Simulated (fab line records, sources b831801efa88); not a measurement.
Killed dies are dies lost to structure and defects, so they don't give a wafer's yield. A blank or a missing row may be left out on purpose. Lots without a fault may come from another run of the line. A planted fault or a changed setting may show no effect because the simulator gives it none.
Which tool did it? | flow gf180mcu | 14 lots, 42 wafers sampled, at 5 steps of a route of 602

WHAT THE GAUGES READ, wafer by wafer
GF_DNWELL_TW_MEAS_09.
lot  | measured    | on            | DNWELL_TW
L702 | day 3 00:17 | film_metro-03 | 1346 1343 1335
L704 | day 3 12:10 | film_metro-03 | 1340 1337 1339
L706 | day 4 01:37 | film_metro-01 | 1349 1352 1346
L705 | day 4 01:58 | film_metro-01 | 1352 1354 1348
L707 | day 4 04:10 | film_metro-04 | 1349 1345 1347
L709 | day 4 16:55 | film_metro-03 | 1348 1342 1343
L710 | day 4 22:19 | film_metro-01 | 1357 1353 1358
L711 | day 5 00:04 | film_metro-01 | 1345 1340 1346
L712 | day 5 06:09 | film_metro-01 | 1349 1355 1335
L713 | day 5 11:13 | film_metro-04 | 1690 1685 1689
L715 | day 5 19:22 | film_metro-03 | 1348 1346 1344
L718 | day 6 12:56 | film_metro-04 | 1700 1690 1701
L719 | day 6 18:00 | film_metro-04 | 1359 1357 1353
L724 | day 7 19:30 | film_metro-01 | 1335 1341 1348

GF_V1_BOW_MEAS_05.
lot  | measured     | on            | V1_BOW (um)
L702 | day 17 04:29 | film_metro-01 | 82 79 74
L704 | day 18 02:27 | film_metro-01 | 81 84 81
L706 | day 18 23:47 | film_metro-04 | 74 72 77
L705 | day 19 00:52 | film_metro-04 | 72 90 81
L707 | day 19 16:21 | film_metro-02 | 80 83 78
L709 | day 20 18:10 | film_metro-04 | 97 94 86
L710 | day 21 04:04 | film_metro-02 | 88 86 84
L711 | day 21 15:16 | film_metro-01 | 89 93 93
L712 | day 21 15:37 | film_metro-01 | 84 96 80
L713 | day 22 03:32 | film_metro-02 | 78 71 77
L715 | day 22 13:50 | film_metro-01 | 96 80 97
L718 | day 23 12:11 | film_metro-04 | 88 78 81
L719 | day 23 19:06 | film_metro-04 | 85 86 65
L724 | day 25 00:41 | film_metro-01 | 86 82 94

GF_V1_OVL_MEAS_15.
lot  | measured     | on         | V1_OVL (nm)
L702 | day 18 03:53 | overlay-02 | 10 6 12
L704 | day 19 03:01 | overlay-01 | 16 15 13
L706 | day 20 00:40 | overlay-02 | -6 -2 -12
L705 | day 20 02:01 | overlay-02 | 13 6 8
L707 | day 20 17:19 | overlay-02 | 9 3 2
L709 | day 21 18:55 | overlay-02 | -4 -3 -1
L710 | day 22 04:01 | overlay-01 | 0 7 -2
L711 | day 22 14:26 | overlay-01 | 13 9 12
L712 | day 22 15:40 | overlay-02 | 0 -2 -2
L713 | day 23 03:19 | overlay-02 | 6 8 4
L715 | day 23 12:18 | overlay-01 | 8 16 14
L718 | day 24 10:11 | overlay-02 | -4 -7 -3
L719 | day 24 17:58 | overlay-02 | 2 5 -1
L724 | day 25 21:34 | overlay-02 | -4 2 0

WHICH TOOL RAN EACH LOT (tool, then ch and the chambers of the sampled wafers, then the start)
lot  | GF_DNWELL_IMPLANT_07           | GF_V1_CVD_02
L702 | implanter-02 ch 0, day 3 00:04 | pecvd-02 ch 0,1,2, day 17 04:01
L704 | implanter-02 ch 0, day 3 11:56 | pecvd-02 ch 0,1, day 18 02:00
L706 | implanter-03 ch 0, day 4 01:22 | pecvd-02 ch 0,1,2, day 18 23:10
L705 | implanter-03 ch 0, day 4 01:43 | pecvd-01 ch 1,2, day 19 00:26
L707 | implanter-02 ch 0, day 4 03:55 | pecvd-03 ch 1,2, day 19 15:52
L709 | implanter-03 ch 0, day 4 16:40 | pecvd-02 ch 0,1, day 20 17:44
L710 | implanter-03 ch 0, day 4 22:05 | pecvd-03 ch 0,2, day 21 03:37
L711 | implanter-03 ch 0, day 4 23:50 | pecvd-03 ch 0,1, day 21 14:49
L712 | implanter-04 ch 0, day 5 05:54 | pecvd-01 ch 0,1, day 21 15:11
L713 | implanter-02 ch 0, day 5 10:40 | pecvd-02 ch 0,1,2, day 22 03:06
L715 | implanter-02 ch 0, day 5 19:07 | pecvd-03 ch 0,1, day 22 13:24
L718 | implanter-02 ch 0, day 6 12:23 | pecvd-02 ch 0,1,2, day 23 11:44
L719 | implanter-02 ch 0, day 6 17:45 | pecvd-02 ch 0,1, day 23 18:38
L724 | implanter-04 ch 0, day 7 19:15 | pecvd-03 ch 0,1,2, day 25 00:16
- GF_DNWELL_IMPLANT_07
- GF_V1_CVD_02: deposits SiO2 from TEOS, target thk 850 nm, time 94.851 s.

WHAT THE TOOLS THEMSELVES READ (means of the sampled wafers that have a number; where no wafer has one, the mark that the record gives instead)
GF_DNWELL_IMPLANT_07.
lot  | tool         | beam_on_s (s)
L702 | implanter-02 | 10.14
L704 | implanter-02 | 10.05
L706 | implanter-03 | 9.90
L705 | implanter-03 | 9.96
L707 | implanter-02 | 9.96
L709 | implanter-03 | 9.84
L710 | implanter-03 | 10.17
L711 | implanter-03 | 9.96
L712 | implanter-04 | 9.97
L713 | implanter-02 | 9.99
L715 | implanter-02 | 10.08
L718 | implanter-02 | 10.07
L719 | implanter-02 | 10.07
L724 | implanter-04 | 10.21

GF_V1_CVD_02.
lot  | tool     | heater_power_w (W) | rf_fwd_power_W (W)
L702 | pecvd-02 | 673                | 594.6
L704 | pecvd-02 | 687                | 594.8
L706 | pecvd-02 | 688                | 595.2
L705 | pecvd-01 | 670                | 596.1
L707 | pecvd-03 | 841                | 596.4
L709 | pecvd-02 | 657                | 595.0
L710 | pecvd-03 | 702                | 597.3
L711 | pecvd-03 | 619                | 594.6
L712 | pecvd-01 | 696                | 597.9
L713 | pecvd-02 | 715                | 596.2
L715 | pecvd-03 | 611                | 596.2
L718 | pecvd-02 | 643                | 596.0
L719 | pecvd-02 | 670                | 598.4
L724 | pecvd-03 | 708                | 595.8

THE ANSWER, worked out from the rows above alone
Rule: what is usual is taken from the lots themselves. Put in order of their means at a reading, lots are off if they are a third of the lots or fewer, leave a main group of 4 or more, and stand apart from it by a gap of 3 or more times the standard deviation of the main group's means; of several such gaps the widest counts. A main group whose means are all the same, to the digits that the tables above print for the reading, isn't used. A lot without any number at a reading at which 4 lots or more have one is off too. The other lots that the step has rows for count as sound. The gauges are gone through in route order, then the tools' own readings, and for those a lot's mean is taken as printed above. The first step at which some lot is off is used, and at that step the reading that is off furthest; a lot without a number counts as furthest.
Off: L713, L718, at GF_DNWELL_TW_MEAS_09 (DNWELL_TW). The main group: mean 1347, standard deviation 5.4.
A tool fits if, at a process step before that reading, it ran every lot that is off, and no sound lot after the first of them. The gauges at GF_DNWELL_TW_MEAS_09 are tried like those tools. None of those tried fits.

WHAT THE SIMULATOR HAD PUT IN
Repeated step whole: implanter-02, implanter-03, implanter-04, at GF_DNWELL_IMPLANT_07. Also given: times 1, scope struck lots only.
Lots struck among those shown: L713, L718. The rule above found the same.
